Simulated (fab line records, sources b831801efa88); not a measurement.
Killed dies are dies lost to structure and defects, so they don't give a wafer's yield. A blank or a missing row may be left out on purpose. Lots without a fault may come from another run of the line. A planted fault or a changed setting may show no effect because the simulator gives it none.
Chamber matching | flow sky130 | SKY_VIA3_CMP_02 on cmp-01: 4 sister chambers
The step polishes SiO2. 4 wafers are shown with their chamber, then 12 later ones without.

WAFERS WITH THEIR CHAMBER
wafer  | chamber | motor_current_A (A)
L085.6 | 0       | 12.0
L091.2 | 1       | 10.7
L091.3 | 3       | 13.9
L091.5 | 2       | 11.9

WAFERS WITHOUT THEIR CHAMBER
wafer  | motor_current_A (A)
L092.2 | 11.7
L092.3 | 13.2
L092.6 | 12.5
L093.2 | 10.6
L093.5 | 13.5
L093.6 | 12.6
L094.1 | 10.7
L094.4 | 11.9
L094.5 | 10.7
L095.2 | 10.9
L095.4 | 12.1
L095.5 | 12.7

WHICH CHAMBER EACH WENT THROUGH
wafer  | from the rows above          | in truth
L092.2 | can't be placed: 2 or 0      | 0
L092.3 | can't be placed: 3 or 0 or 2 | 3
L092.6 | can't be placed: 0 or 2      | 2
L093.2 | 1                            | 1
L093.5 | 3                            | 3
L093.6 | can't be placed: 0 or 2 or 3 | 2
L094.1 | 1                            | 1
L094.4 | can't be placed: 2 or 0      | 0
L094.5 | 1                            | 1
L095.2 | 1                            | 1
L095.4 | can't be placed: 0 or 2      | 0
L095.5 | can't be placed: 0 or 2 or 3 | 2
Placed correctly: 5 of 12. Can't be placed from these rows: 7 (the true chamber is among the candidates in 7). Placed wrongly: 0.
How it was worked out, from the rows above alone: a wafer's distance from a chamber is the root of the sum, over the readings, of the square of ((its reading less the chamber's mean) divided by the reading's scatter). The wafer belongs to the nearest chamber; if the next one is less than 2 further off, it can't be placed. A chamber's mean is the mean of its shown wafers. The scatter: with one shown wafer a chamber, the root of the mean of the squares of how far each hidden wafer lies from its nearest shown one.
